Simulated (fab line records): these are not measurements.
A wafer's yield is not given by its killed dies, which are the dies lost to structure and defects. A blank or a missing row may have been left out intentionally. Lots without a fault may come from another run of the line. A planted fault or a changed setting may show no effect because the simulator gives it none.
Which tool is to blame? | flow gf180mcu | 18 wafers from 6 lots sampled at 3 of the route's 602 steps

== WHAT THE GAUGES READ, wafer by wafer ==
GF_V5_RS_MEAS_24: measures by four-point-probe.
lot  | measured     | on            | V5_W_RS (ohm/sq)
L962 | day 27 12:19 | film metro-03 | 0.312 0.327 0.315
L965 | day 28 13:35 | film metro-04 | 0.325 0.333 0.325
L967 | day 29 04:44 | film metro-04 | 0.324 0.328 0.318
L969 | day 29 20:47 | film metro-03 | 0.325 0.330 0.323
L973 | day 31 01:10 | film metro-03 | 0.326 0.318 0.325
L982 | day 33 08:37 | film metro-03 | 0.326 0.330 0.332

== EACH LOT AND THE TOOL THAT RAN IT (in order: tool; ch and the chambers of the sampled wafers; start) ==
lot  | GF_V4_CVD_02                    | GF_V4_STRIP_18
L962 | pecvd-01 ch 0,1, day 23 20:23   | plasma asher-02 ch 0,1, day 24 18:56
L965 | pecvd-03 ch 0,2, day 24 22:36   | plasma asher-04 ch 0,1, day 25 21:05
L967 | pecvd-01 ch 0,1,2, day 25 16:41 | plasma asher-02 ch 1, day 26 13:56
L969 | pecvd-01 ch 1,2, day 26 09:20   | plasma asher-03 ch 0,1, day 27 06:11
L973 | pecvd-04 ch 1,2, day 27 15:04   | plasma asher-02 ch 0,1, day 28 11:47
L982 | pecvd-04 ch 1,2, day 30 05:54   | plasma asher-03 ch 0,1, day 31 00:54
- GF_V4_CVD_02: deposits SiO2 from TEOS, target thk 850 nm, time 94.851 s.
- GF_V4_STRIP_18: strips in O2/N2.

== THE ANSWER, worked out from the rows above alone ==
Rule: the lots themselves supply what counts as usual. The widest of any qualifying gaps counts: lots, ordered by their means at a reading, are off when they make up no more than a third of the lots, leave a main group of 4 or more, and stand apart from it by 3 or more times the standard deviation of that group's means. The tables above print the reading to a certain number of digits; a main group whose means all agree to those digits is not used. Also off: a lot with no number at a reading for which 4 or more lots have one. Where the step has rows for the other lots, those lots are counted as sound.
No lot is off at any reading shown: from this, nothing can be told.

== WHAT THE SIMULATOR HAD INSERTED ==
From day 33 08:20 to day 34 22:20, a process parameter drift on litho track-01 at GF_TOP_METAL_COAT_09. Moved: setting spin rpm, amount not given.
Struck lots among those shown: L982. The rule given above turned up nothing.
